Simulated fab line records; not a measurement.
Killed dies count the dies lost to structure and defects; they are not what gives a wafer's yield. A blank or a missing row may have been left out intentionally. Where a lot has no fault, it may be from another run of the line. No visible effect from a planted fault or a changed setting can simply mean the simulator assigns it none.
fab line records + flow sky130
record:
- lots: 14
- wafers: 42
- last_day: 51
route steps=708 shown VIA4@641 METAL5@665 PASSIVATION@682
lots that met no fault: taken from a fault-free run of the same line
start_h: start of the lot's first displayed wafer, in hours after the record's first day + wait_h: hours since the lot's step before + " as in the row above + L1.1+2: one row covering several wafers at once + - no value, or no start given + * or withheld: withheld + < > ~ a bound
route shown NAME@n: a module of which the file shows steps, and the number in the route of the first + usual: mean/standard deviation of fault-free wafers + same: alike in all rows + chamber/n: place in a boat + sites: per-site readings + _std_site: standard deviation of those values + _edge_site: mean of outer sites minus mean of inner sites + radius_mm: how far each site lies from the wafer's centre + mask NAME#n: copy n + behind: the last tool/chamber to shape the wafer + hold: why the lot was held/for how many hours/how that ended + device: which transistor (n, p or np) failed to switch + end of line: tests of these same wafers at the route's end + a step without rows: its recipe alone + killed: count of dies lost to structure and defects at first sort (not the wafer's yield) + map: dies across one wafer; x = killed, . = not, _ = none there
set.NAME: the setting as run; set.NAME@STEP: as run at that earlier step + model.NAME: the simulator's own value behind a step, which no gauge read
the route's steps for a sample of lots (tables are steps, rows are wafers)
services: from which hour (start_h, from the record's first day; less than 0 if before it) a tool's chamber was out of use, for how many hours, and why
== steps ==
step: SKY_VIA4_CMP_02
recipe:
- material: SiO2
- down_force_psi: 4
- platen_rpm: 60
- pad_velocity_m_s: 0.94248
usual:
- motor_current_A: 12.1/0.86
| lot.wafer | tool   | chamber | start_h | wait_h | motor_current_A |
|-----------|--------|---------|---------|--------|-----------------|
| L328.1    | cmp-02 | 2       | 1020.73 | 0.1    | 11.0            |
| L328.2    | "      | 3       | "       | "      | 13.0            |
| L328.3    | "      | 0       | "       | "      | 11.5            |
| L329.1    | cmp-02 | 2       | 1029.91 | 0.1    | 11.0            |
| L329.3    | "      | 0       | "       | "      | 12.7            |
| L329.4    | "      | 1       | "       | "      | 12.5            |
| L331.1    | cmp-02 | 1       | 1053.83 | 0.1    | 13.3            |
| L331.2    | "      | 2       | "       | "      | 11.2            |
| L331.5    | "      | 1       | "       | "      | 12.7            |
| L332.4    | cmp-01 | 1       | 1057.26 | 0.1    | 11.2            |
| L332.5    | "      | 1       | "       | "      | 10.9            |
| L332.6    | "      | 2       | "       | "      | 12.4            |
| L333.3    | cmp-02 | 3       | 1060.53 | 0.1    | 13.2            |
| L333.2    | "      | 1       | "       | "      | 11.8            |
| L333.6    | "      | 3       | "       | "      | 13.0            |
| L334.1    | cmp-02 | 3       | 1063.86 | 0.5    | 13.2            |
| L334.2    | "      | 1       | "       | "      | 12.8            |
| L334.6    | "      | 3       | "       | "      | 13.0            |
| L335.3    | cmp-01 | 0       | 1074.89 | 0.2    | 12.6            |
| L335.2    | "      | 1       | "       | "      | 11.4            |
| L335.5    | "      | 1       | "       | "      | 11.5            |
| L336.1    | cmp-02 | 1       | 1081.32 | 0.1    | 12.0            |
| L336.3    | "      | 2       | "       | "      | 11.4            |
| L336.6    | "      | 1       | "       | "      | 12.0            |
| L339.4    | cmp-01 | 0       | 1100.86 | 0.0    | 12.3            |
| L339.2    | "      | 1       | "       | "      | 11.5            |
| L339.5    | "      | 1       | "       | "      | 11.2            |
| L340.2    | cmp-02 | 3       | 1107.52 | 0.0    | 13.3            |
| L340.3    | "      | 0       | "       | "      | 12.1            |
| L340.6    | "      | 0       | "       | "      | 12.1            |
| L342.3    | cmp-01 | 1       | 1111.34 | 0.1    | 11.8            |
| L342.4    | "      | 2       | "       | "      | 12.4            |
| L342.6    | "      | 0       | "       | "      | 12.4            |
| L341.4    | cmp-02 | 3       | 1111.97 | 0.1    | 13.0            |
| L341.3    | "      | 0       | "       | "      | 11.6            |
| L341.6    | "      | 3       | "       | "      | 12.8            |
| L350.2    | cmp-02 | 1       | 1154.06 | 0.1    | 12.5            |
| L350.3    | "      | 3       | "       | "      | 13.3            |
| L350.6    | "      | 1       | "       | "      | 13.6            |
| L351.3    | cmp-02 | 2       | 1158.08 | 0.1    | 10.8            |
| L351.2    | "      | 3       | "       | "      | 13.1            |
| L351.1    | "      | 1       | "       | "      | 12.7            |
step: SKY_METAL5_SPUTTER_04
recipe:
- material: TiN
- target_thk_nm: 70
- power_w: 6500
- time_s: 58.3
- chamber_pressure_pa: 0.4
usual:
- chamber_pressure_pa: 0.4000/0.00085
- throttle_valve_pct: 30.2/1.1
| lot.wafer | tool           | chamber | start_h | wait_h | chamber_pressure_pa | throttle_valve_pct |
|-----------|----------------|---------|---------|--------|---------------------|--------------------|
| L328.1    | pvd_sputter-01 | -       | 1045.22 | 0.0    | 0.4020              | 30.2               |
| L328.2    | "              | -       | "       | "      | 0.3998              | 30.8               |
| L328.3    | "              | -       | "       | "      | 0.4006              | 30.0               |
| L329.1    | pvd_sputter-01 | -       | 1055.06 | 0.0    | 0.3998              | 27.9               |
| L329.3    | "              | -       | "       | "      | 0.3996              | 30.2               |
| L329.4    | "              | -       | "       | "      | 0.3998              | 30.8               |
| L331.1    | pvd_sputter-03 | -       | 1077.95 | 0.0    | 0.4010              | 29.4               |
| L331.2    | "              | -       | "       | "      | 0.4012              | 30.4               |
| L331.5    | "              | -       | "       | "      | 0.4017              | 29.5               |
| L332.4    | pvd_sputter-01 | -       | 1081.82 | 0.0    | 0.3995              | 27.6               |
| L332.5    | "              | -       | "       | "      | 0.4020              | 29.7               |
| L332.6    | "              | -       | "       | "      | 0.3994              | 28.1               |
| L333.2    | pvd_sputter-01 | -       | 1084.66 | 0.0    | 0.4004              | 28.0               |
| L333.3    | "              | -       | "       | "      | 0.4000              | 30.2               |
| L333.6    | "              | -       | "       | "      | 0.4004              | 31.0               |
| L334.1    | pvd_sputter-01 | -       | 1087.93 | 0.0    | 0.3998              | 30.8               |
| L334.2    | "              | -       | "       | "      | 0.3983              | 29.9               |
| L334.6    | "              | -       | "       | "      | 0.3997              | 31.4               |
| L335.2    | pvd_sputter-04 | -       | 1098.70 | 0.0    | 0.4011              | 30.5               |
| L335.3    | "              | -       | "       | "      | 0.4010              | 30.8               |
| L335.5    | "              | -       | "       | "      | 0.4004              | 31.1               |
| L336.1    | pvd_sputter-04 | -       | 1104.47 | 0.0    | 0.4012              | 30.3               |
| L336.3    | "              | -       | "       | "      | 0.4023              | 30.8               |
| L336.6    | "              | -       | "       | "      | 0.4009              | 30.9               |
| L339.2    | pvd_sputter-01 | -       | 1123.34 | 0.0    | 0.4000              | 30.2               |
| L339.4    | "              | -       | "       | "      | 0.4013              | 29.5               |
| L339.5    | "              | -       | "       | "      | 0.3999              | 30.0               |
| L340.2    | pvd_sputter-04 | -       | 1130.70 | 0.0    | 0.4005              | 30.9               |
| L340.3    | "              | -       | "       | "      | 0.4006              | 31.0               |
| L340.6    | "              | -       | "       | "      | 0.4001              | 30.9               |
| L342.3    | pvd_sputter-01 | -       | 1133.76 | 0.0    | 0.3998              | 27.8               |
| L342.4    | "              | -       | "       | "      | 0.4001              | 30.4               |
| L342.6    | "              | -       | "       | "      | 0.4007              | 27.7               |
| L341.3    | pvd_sputter-03 | -       | 1134.62 | 0.0    | 0.4000              | 32.0               |
| L341.4    | "              | -       | "       | "      | 0.3997              | 29.4               |
| L341.6    | "              | -       | "       | "      | 0.4011              | 29.4               |
| L350.2    | pvd_sputter-01 | -       | 1174.83 | 0.0    | 0.3995              | 30.5               |
| L350.3    | "              | -       | "       | "      | 0.3998              | 29.8               |
| L350.6    | "              | -       | "       | "      | 0.4001              | 31.1               |
| L351.1    | pvd_sputter-04 | -       | 1179.03 | 0.0    | 0.4006              | 30.6               |
| L351.2    | "              | -       | "       | "      | 0.4014              | 31.0               |
| L351.3    | "              | -       | "       | "      | 0.4007              | 30.8               |
step: SKY_METAL5_METAL_ETCH_15
recipe:
- target_depth_a: 12600
- stop_on: SiO2
- over_etch_frac: 0.2
- time_s: 252
- chemistry: Cl2/BCl3
- resist_sidewall_deg: 86
- pressure_mtorr: 10
- icp_w: 900
- bias_w: 48.5
- Cl2_flow_sccm: 60
- bcl3_flow_sccm: 30
usual:
- drypump_motor_current_A: 5.6/0.46
- oes_product_au: 0.894/0.0049
- throttle_valve_pct: 22.264/0.0091
| lot.wafer | tool         | chamber | start_h | wait_h | drypump_motor_current_A | oes_product_au | rf_hours_counter_h | throttle_valve_pct |
|-----------|--------------|---------|---------|--------|-------------------------|----------------|--------------------|--------------------|
| L328.1    | rie_metal-01 | 1       | 1068.18 | 0.0    | 5.1                     | 0.901          | 0                  | 22.261             |
| L328.2    | "            | 0       | "       | "      | 5.8                     | 0.889          | 13                 | 22.259             |
| L328.3    | "            | 0       | "       | "      | 5.9                     | 0.893          | -                  | 22.260             |
| L329.1    | rie_metal-03 | 1       | 1076.69 | 0.0    | 6.3                     | 0.892          | 7                  | 22.264             |
| L329.3    | "            | 0       | "       | "      | 5.5                     | 0.891          | -                  | 22.262             |
| L329.4    | "            | 1       | "       | "      | 6.3                     | 0.887          | -                  | 22.247             |
| L331.1    | rie_metal-01 | 1       | 1100.22 | 0.0    | 5.1                     | 0.905          | 2                  | 22.266             |
| L331.2    | "            | 0       | "       | "      | 5.8                     | 0.890          | 15                 | 22.268             |
| L331.5    | "            | 0       | "       | "      | 5.8                     | 0.896          | -                  | 22.280             |
| L332.4    | rie_metal-03 | 0       | 1103.76 | 0.1    | 5.5                     | 0.894          | -                  | 22.271             |
| L332.5    | "            | 1       | "       | "      | 6.4                     | 0.896          | -                  | 22.255             |
| L332.6    | "            | 0       | "       | "      | 5.5                     | 0.891          | -                  | 22.265             |
| L333.2    | rie_metal-01 | 0       | 1106.18 | 0.0    | 5.8                     | 0.888          | 15                 | 22.249             |
| L333.3    | "            | 0       | "       | "      | 5.9                     | 0.891          | -                  | 22.271             |
| L333.6    | "            | 0       | "       | "      | 5.8                     | 0.894          | -                  | 22.249             |
| L334.1    | rie_metal-02 | 1       | 1109.42 | 0.0    | 6.3                     | 0.895          | 20                 | 22.269             |
| L334.2    | "            | 0       | "       | "      | 5.3                     | 0.901          | 14                 | 22.262             |
| L334.6    | "            | 0       | "       | "      | 5.4                     | 0.898          | -                  | 22.272             |
| L335.2    | rie_metal-01 | 0       | 1119.68 | 0.0    | 5.9                     | 0.889          | 17                 | 22.275             |
| L335.3    | "            | 0       | "       | "      | 5.9                     | 0.888          | -                  | 22.239             |
| L335.5    | "            | 1       | "       | "      | 5.1                     | 0.893          | -                  | 22.259             |
| L336.1    | rie_metal-01 | 0       | 1125.28 | 0.0    | 5.8                     | 0.885          | 17                 | 22.263             |
| L336.3    | "            | 1       | "       | "      | 5.1                     | 0.897          | -                  | 22.246             |
| L336.6    | "            | 0       | "       | "      | 5.8                     | 0.897          | -                  | 22.251             |
| L339.2    | rie_metal-03 | 1       | 1144.24 | 0.0    | 6.3                     | 0.901          | 12                 | 22.254             |
| L339.4    | "            | 1       | "       | "      | 6.4                     | 0.890          | -                  | 22.257             |
| L339.5    | "            | 1       | "       | "      | 6.4                     | 0.895          | -                  | 22.253             |
| L340.2    | rie_metal-01 | 1       | 1151.19 | 0.0    | 5.1                     | 0.898          | 7                  | 22.255             |
| L340.3    | "            | 1       | "       | "      | 5.1                     | 0.896          | -                  | 22.242             |
| L340.6    | "            | 1       | "       | "      | 5.1                     | 0.899          | -                  | 22.267             |
| L342.3    | rie_metal-02 | 0       | 1154.26 | 0.1    | 5.4                     | 0.894          | -                  | 22.264             |
| L342.4    | "            | 1       | "       | "      | 6.3                     | 0.894          | -                  | 22.246             |
| L342.6    | "            | 1       | "       | "      | 6.3                     | 0.898          | -                  | 22.245             |
| L341.3    | rie_metal-01 | 0       | 1155.16 | 0.1    | 5.8                     | 0.898          | -                  | 22.272             |
| L341.4    | "            | 1       | "       | "      | 5.0                     | 0.895          | -                  | 22.259             |
| L341.6    | "            | 1       | "       | "      | 5.1                     | 0.887          | -                  | 22.273             |
| L350.2    | rie_metal-01 | 1       | 1192.64 | 0.0    | 5.1                     | 0.810          | 11                 | 22.268             |
| L350.3    | "            | 1       | "       | "      | 5.1                     | 0.888          | -                  | 22.276             |
| L350.6    | "            | 1       | "       | "      | 5.1                     | 0.816          | -                  | 22.259             |
| L351.1    | rie_metal-01 | 0       | 1196.59 | 0.0    | 5.8                     | 0.898          | 24                 | 22.250             |
| L351.2    | "            | 1       | "       | "      | 5.1                     | 0.813          | 12                 | 22.263             |
| L351.3    | "            | 0       | "       | "      | 5.8                     | 0.887          | -                  | 22.266             |
step: SKY_METAL5_STRIP_16
recipe:
- chemistry: O2/N2
- power_w: 1400
- pressure_mtorr: 1500
- platen_temp_c: withheld
- o2_flow_sccm: 3000
- n2_flow_sccm: 300
- overash_fraction: 0.5
usual:
- drypump_motor_current_A: 5.6/0.57
- n2_flow_sccm: 300.1/0.8
- oes_product_au: 0.710/0.0045
- strip_time_to_endpoint_s: 13.13/0.11
same:
- overash_fraction: 0.5
| lot.wafer | tool            | chamber | start_h | wait_h | drypump_motor_current_A | n2_flow_sccm | oes_product_au | rf_hours_counter_h | strip_time_to_endpoint_s |
|-----------|-----------------|---------|---------|--------|-------------------------|--------------|----------------|--------------------|--------------------------|
| L328.1    | plasma_asher-02 | 0       | 1068.42 | 0.2    | 4.8                     | 300.4        | 0.708          | 94                 | 13.10                    |
| L328.2    | "               | 1       | "       | "      | 6.6                     | 300.6        | 0.722          | 94                 | 13.08                    |
| L328.3    | "               | 1       | "       | "      | 6.6                     | 300.0        | 0.707          | -                  | 13.25                    |
| L329.1    | plasma_asher-03 | 0       | 1076.92 | 0.2    | 5.8                     | 300.1        | 0.714          | 1                  | 13.20                    |
| L329.3    | "               | 1       | "       | "      | 5.1                     | 300.8        | 0.706          | -                  | 13.11                    |
| L329.4    | "               | 0       | "       | "      | 5.8                     | 300.7        | 0.712          | -                  | 13.10                    |
| L331.1    | plasma_asher-04 | 1       | 1100.46 | 0.2    | 5.4                     | 299.8        | 0.710          | 65                 | 13.00                    |
| L331.2    | "               | 0       | "       | "      | 5.8                     | 300.2        | 0.712          | 65                 | 13.11                    |
| L331.5    | "               | 1       | "       | "      | 5.4                     | 300.0        | 0.710          | -                  | 13.08                    |
| L332.4    | plasma_asher-03 | 1       | 1103.95 | 0.1    | 5.1                     | 300.8        | 0.714          | -                  | 13.06                    |
| L332.5    | "               | 0       | "       | "      | 5.8                     | 301.7        | 0.712          | -                  | 13.05                    |
| L332.6    | "               | 1       | "       | "      | 5.1                     | 299.7        | 0.709          | -                  | 13.13                    |
| L333.2    | plasma_asher-02 | 0       | 1106.42 | 0.2    | 4.8                     | 300.6        | 0.711          | 97                 | 13.11                    |
| L333.3    | "               | 0       | "       | "      | 4.8                     | 301.0        | 0.708          | -                  | 13.18                    |
| L333.6    | "               | 0       | "       | "      | 4.8                     | 299.7        | 0.708          | -                  | 13.16                    |
| L334.1    | plasma_asher-04 | 0       | 1109.66 | 0.2    | 5.8                     | 301.2        | 0.708          | 67                 | 13.10                    |
| L334.2    | "               | 1       | "       | "      | 5.4                     | 300.5        | 0.707          | 67                 | 13.13                    |
| L334.6    | "               | 1       | "       | "      | 5.4                     | 299.0        | 0.711          | -                  | 13.10                    |
| L335.2    | plasma_asher-04 | 0       | 1119.92 | 0.2    | 5.8                     | 300.4        | 0.716          | 67                 | 13.21                    |
| L335.3    | "               | 1       | "       | "      | 5.4                     | 297.7        | 0.715          | -                  | 13.27                    |
| L335.5    | "               | 0       | "       | "      | 5.8                     | 299.2        | 0.712          | -                  | 13.11                    |
| L336.1    | plasma_asher-02 | 1       | 1125.52 | 0.2    | 6.7                     | 300.8        | 0.702          | 98                 | 13.23                    |
| L336.3    | "               | 1       | "       | "      | 6.6                     | 300.5        | 0.697          | -                  | 13.15                    |
| L336.6    | "               | 0       | "       | "      | 4.8                     | 300.9        | 0.716          | -                  | 13.22                    |
| L339.2    | plasma_asher-04 | 1       | 1144.47 | 0.2    | 5.4                     | 299.5        | 0.701          | 70                 | 13.24                    |
| L339.4    | "               | 0       | "       | "      | 5.8                     | 300.1        | 0.720          | -                  | 13.28                    |
| L339.5    | "               | 1       | "       | "      | 5.4                     | 299.8        | 0.717          | -                  | 13.29                    |
| L340.2    | plasma_asher-02 | 0       | 1151.42 | 0.2    | 4.8                     | 300.1        | 0.709          | 101                | 13.25                    |
| L340.3    | "               | 1       | "       | "      | 6.6                     | 299.9        | 0.708          | -                  | 13.13                    |
| L340.6    | "               | 1       | "       | "      | 6.7                     | 301.3        | 0.705          | -                  | 13.24                    |
| L342.3    | plasma_asher-04 | 1       | 1154.45 | 0.1    | 5.4                     | 301.1        | 0.716          | -                  | 13.08                    |
| L342.4    | "               | 0       | "       | "      | 5.8                     | 301.5        | 0.713          | -                  | 13.12                    |
| L342.6    | "               | 0       | "       | "      | 5.8                     | 300.7        | 0.711          | -                  | 13.09                    |
| L341.3    | plasma_asher-04 | 1       | 1155.35 | 0.1    | 5.4                     | 300.3        | 0.705          | -                  | 13.21                    |
| L341.4    | "               | 0       | "       | "      | 5.8                     | 300.7        | 0.706          | -                  | 13.08                    |
| L341.6    | "               | 1       | "       | "      | 5.4                     | 300.7        | 0.716          | -                  | 13.05                    |
| L350.2    | plasma_asher-04 | 0       | 1192.87 | 0.2    | 5.8                     | 299.8        | 0.709          | 75                 | 15.81                    |
| L350.3    | "               | 1       | "       | "      | 5.4                     | 299.7        | 0.712          | -                  | 13.24                    |
| L350.6    | "               | 1       | "       | "      | 5.4                     | 300.4        | 0.700          | -                  | 15.73                    |
| L351.1    | plasma_asher-03 | 0       | 1196.82 | 0.2    | 5.8                     | 301.0        | 0.707          | 13                 | 13.23                    |
| L351.2    | "               | 1       | "       | "      | 5.1                     | 300.2        | 0.706          | 13                 | 15.63                    |
| L351.3    | "               | 0       | "       | "      | 5.8                     | 300.2        | 0.708          | -                  | 13.20                    |
step: SKY_PASSIVATION_THK_MEAS_01
recipe:
- reads: SiO2_of_PASSIVATION_CVD_00
usual:
- PASSIVATION_CVD_00_THK: 89.8/1.1
| lot.wafer | tool          | chamber | start_h | wait_h | PASSIVATION_CVD_00_THK[nm] |
|-----------|---------------|---------|---------|--------|----------------------------|
| L328.1    | film_metro-01 | -       | 1069.08 | -      | 89.3                       |
| L328.2    | "             | -       | "       | "      | 88.8                       |
| L328.3    | "             | -       | "       | "      | 89.9                       |
| L329.1    | film_metro-04 | -       | 1077.55 | -      | 89.2                       |
| L329.3    | "             | -       | "       | "      | 91.6                       |
| L329.4    | "             | -       | "       | "      | 91.5                       |
| L331.1    | film_metro-03 | -       | 1101.07 | -      | 88.2                       |
| L331.2    | "             | -       | "       | "      | 89.8                       |
| L331.5    | "             | -       | "       | "      | 90.4                       |
| L332.4    | film_metro-03 | -       | 1104.56 | -      | 91.2                       |
| L332.5    | "             | -       | "       | "      | 92.6                       |
| L332.6    | "             | -       | "       | "      | 93.4                       |
| L333.2    | film_metro-01 | -       | 1107.07 | -      | 88.8                       |
| L333.3    | "             | -       | "       | "      | 91.1                       |
| L333.6    | "             | -       | "       | "      | 90.1                       |
| L334.1    | film_metro-03 | -       | 1110.28 | -      | 87.8                       |
| L334.2    | "             | -       | "       | "      | 86.8                       |
| L334.6    | "             | -       | "       | "      | 89.1                       |
| L335.2    | film_metro-01 | -       | 1120.54 | -      | 89.7                       |
| L335.3    | "             | -       | "       | "      | 87.9                       |
| L335.5    | "             | -       | "       | "      | 89.6                       |
| L336.1    | film_metro-03 | -       | 1126.13 | -      | 87.7                       |
| L336.3    | "             | -       | "       | "      | 89.2                       |
| L336.6    | "             | -       | "       | "      | 89.6                       |
| L339.2    | film_metro-01 | -       | 1145.11 | -      | 88.7                       |
| L339.4    | "             | -       | "       | "      | 89.5                       |
| L339.5    | "             | -       | "       | "      | 91.4                       |
| L340.2    | film_metro-03 | -       | 1152.06 | -      | 89.6                       |
| L340.3    | "             | -       | "       | "      | 90.1                       |
| L340.6    | "             | -       | "       | "      | 91.4                       |
| L342.3    | film_metro-01 | -       | 1155.06 | -      | 89.8                       |
| L342.4    | "             | -       | "       | "      | 90.6                       |
| L342.6    | "             | -       | "       | "      | 90.5                       |
| L341.3    | film_metro-03 | -       | 1155.95 | -      | 89.2                       |
| L341.4    | "             | -       | "       | "      | 89.9                       |
| L341.6    | "             | -       | "       | "      | 90.9                       |
| L350.3    | film_metro-03 | -       | 1193.72 | -      | 88.3                       |
| L351.1    | film_metro-03 | -       | 1197.46 | -      | 88.9                       |
| L351.3    | "             | -       | "       | "      | 90.8                       |
== services ==
| tool            | chamber | start_h | hours | kind                           |
|-----------------|---------|---------|-------|--------------------------------|
| cmp-01          | -       | 1001.19 | 1.8   | repair                         |
| rie_metal-01    | -       | 1006.51 | 2.8   | pm                             |
| pvd_sputter-01  | -       | 1022.04 | 2.3   | repair                         |
| plasma_asher-02 | -       | 1041.08 | 14.6  | pm                             |
| plasma_asher-03 | -       | 1055.25 | 9.0   | pm                             |
| cmp-02          | -       | 1057.03 | 1.1   | repair                         |
| pvd_sputter-03  | -       | 1066.26 | 3.9   | repair                         |
| plasma_asher-02 | -       | 1071.60 | 11.2  | repair                         |
| cmp-01          | -       | 1084.03 | 4.0   | pm                             |
| pvd_sputter-01  | -       | 1090.70 | 10.6  | repair                         |
| cmp-02          | -       | 1092.90 | 5.1   | pm                             |
| cmp-01          | -       | 1114.54 | 0.3   | repair                         |
| cmp-02          | -       | 1126.44 | 1.2   | repair                         |
| rie_metal-02    | -       | 1132.69 | 1.4   | pm                             |
| rie_metal-03    | 1       | 1161.78 | 18.1  | repair                         |
| cmp-02          | -       | 1164.20 | 3.9   | repair                         |
| rie_metal-03    | -       | 1164.56 | 1.4   | pm                             |
| cmp-01          | -       | 1174.99 | 51.8  | repair                         |
| cmp-02          | -       | 1181.96 | 2.4   | repair                         |
| pvd_sputter-03  | -       | 1182.59 | 2.8   | repair                         |
| cmp-02          | -       | 1187.69 | 4.0   | pm                             |
| plasma_asher-02 | -       | 1191.23 | 2.8   | pm                             |
| cmp-02          | -       | 1191.69 | -     | consumable_replace:conditioner |
| cmp-02          | -       | 1194.06 | 0.5   | repair                         |
== key ==
first_sign:
- step: SKY_METAL5_METAL_ETCH_15
- reading: oes_product_au
- direction: down
- sigmas: 17
- usual: 0.894
- struck: 0.813
effect:
- step: SKY_METAL5_STRIP_16
- reading: strip_time_to_endpoint_s
- direction: up
- sigmas: 24
- usual: *
- struck: *
met_at SKY_METAL5_METAL_ETCH_15
struck_lots L350,L351
struck_wafers L350.2,L350.6,L351.2
later_rows_left_out L350.2,L350.6,L351.2
sort_left_out L350.2,L350.6,L351.2
not_acting_at SKY_VIA4_CMP_02,SKY_METAL5_SPUTTER_04,SKY_PASSIVATION_THK_MEAS_01
onset_between 1155.16 1192.64
fault:
- kind: process_parameter_drift
- tool: rie_metal-01
- chamber: -
- onset_h: 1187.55
- steps: SKY_METAL5_METAL_ETCH_15
- channel: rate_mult
- offset: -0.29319
- shape: step
- end_h: 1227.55
- scope: struck_wafers_only
sort_left_out: the simulated sort isn't trusted on such a fault, so these wafers' sort isn't shown, and their yield isn't known
later_rows_left_out: the simulator's readings of these wafers behind a module that went badly wrong aren't trusted and aren't shown, but for the sort
